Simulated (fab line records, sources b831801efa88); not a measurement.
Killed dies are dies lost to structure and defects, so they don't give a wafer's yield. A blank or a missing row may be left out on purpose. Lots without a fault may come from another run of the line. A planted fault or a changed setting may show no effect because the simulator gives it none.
A sampling plan put to the test | flow gf180mcu | one fab line, 7 faults that these records tell of, each judged on the records of the lots that it struck
The plan is the line's own looks: the steps of the route at which a gauge or an inspection reads the wafer and doesn't change it. A look can be judged if struck wafers have a number there and the file gives its usual mean and standard deviation on fault-free wafers. Caught: at a look after the fault's first step, the mean of the struck wafers lies 4 or more of those standard deviations (sigma) from the usual mean. On the tool: the same test on the tool's own readings at the fault's steps. Another recipe on the struck wafers, or a record that is blank for them alone, also counts as caught.

THE FAULTS, as the simulator had put them in
1. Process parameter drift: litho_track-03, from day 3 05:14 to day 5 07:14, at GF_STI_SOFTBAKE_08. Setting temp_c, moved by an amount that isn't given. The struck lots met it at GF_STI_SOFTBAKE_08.
2. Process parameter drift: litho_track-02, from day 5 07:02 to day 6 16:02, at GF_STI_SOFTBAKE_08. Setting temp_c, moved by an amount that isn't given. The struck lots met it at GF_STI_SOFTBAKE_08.
3. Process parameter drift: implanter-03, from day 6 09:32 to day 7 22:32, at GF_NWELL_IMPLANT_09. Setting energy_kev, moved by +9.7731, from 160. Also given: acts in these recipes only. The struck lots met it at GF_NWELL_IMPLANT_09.
4. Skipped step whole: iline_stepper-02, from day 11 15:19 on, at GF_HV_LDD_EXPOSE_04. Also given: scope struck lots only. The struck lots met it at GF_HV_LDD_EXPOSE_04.
5. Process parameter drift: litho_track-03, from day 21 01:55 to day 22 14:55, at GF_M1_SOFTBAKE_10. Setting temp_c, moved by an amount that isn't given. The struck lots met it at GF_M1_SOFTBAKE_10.
6. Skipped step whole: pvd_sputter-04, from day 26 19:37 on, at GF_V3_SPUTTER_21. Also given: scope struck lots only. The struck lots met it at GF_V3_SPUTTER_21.
7. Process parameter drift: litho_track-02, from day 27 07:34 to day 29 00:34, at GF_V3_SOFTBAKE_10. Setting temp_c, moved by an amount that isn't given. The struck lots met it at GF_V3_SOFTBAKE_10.

WHAT THE PLAN SAW
fault | on the tool itself                               | first look that catches it                   | reading, sigma | median hours from its first step to that look | hours from the fault's start to the first struck lot there | judged looks passed uncaught
1     | heater_power_total_W -16 sigma                   | not the one look that can be judged after it | -              | -                                             | -                                                          | 1
2     | heater_power_total_W -10 sigma                   | no look after it can be judged               | -              | -                                             | -                                                          | 0
3     | beam_energy_keV +99 or beyond sigma              | not the one look that can be judged after it | -              | -                                             | -                                                          | 1
4     | no reading that can be judged                    | no look after it can be judged               | -              | -                                             | -                                                          | 0
5     | heater_power_total_W +99 or beyond sigma         | GF_M1_CD_MEAS_14                             | cd_nm -59      | 11.8                                          | 17                                                         | 0
6     | the tool's record is blank for the struck wafers | no look after it can be judged               | -              | -                                             | -                                                          | 0
7     | heater_power_total_W +99 or beyond sigma         | GF_V3_CD_MEAS_14                             | cd_nm +55      | 10.2                                          | 18                                                         | 0
A dash: the fault isn't caught, or these records don't give the number.

Caught at a look: 2 of 7. Caught on the tool: 6 of 7. By one or the other: 6 of 7.
Caught on the tool alone: faults 1, 2, 3, 6.
Caught by neither: fault 4.

THINNER SAMPLING
If the look that catches a fault measured only every second or every third lot, by lot number, the first struck lot would be measured this late in the worst case:
fault | struck lots at that look, in order of time | every lot | every second lot | every third lot
5     | L790, L793                                 | 17 h      | 42 h             | may miss all 2
7     | L154, L158                                 | 18 h      | may miss all 2   | may miss all 2
Hours are from the fault's start to the first struck lot that is measured. The limit of 4 sigma was tested on all struck wafers together, so one lot alone may lie under it. Other struck lots may not be in these records.

THE LONGEST TIMED WAY FROM STEP TO LOOK
Fault 5: a median of 11.8 hours passes between GF_M1_SOFTBAKE_10 and GF_M1_CD_MEAS_14. No look between them can be judged.
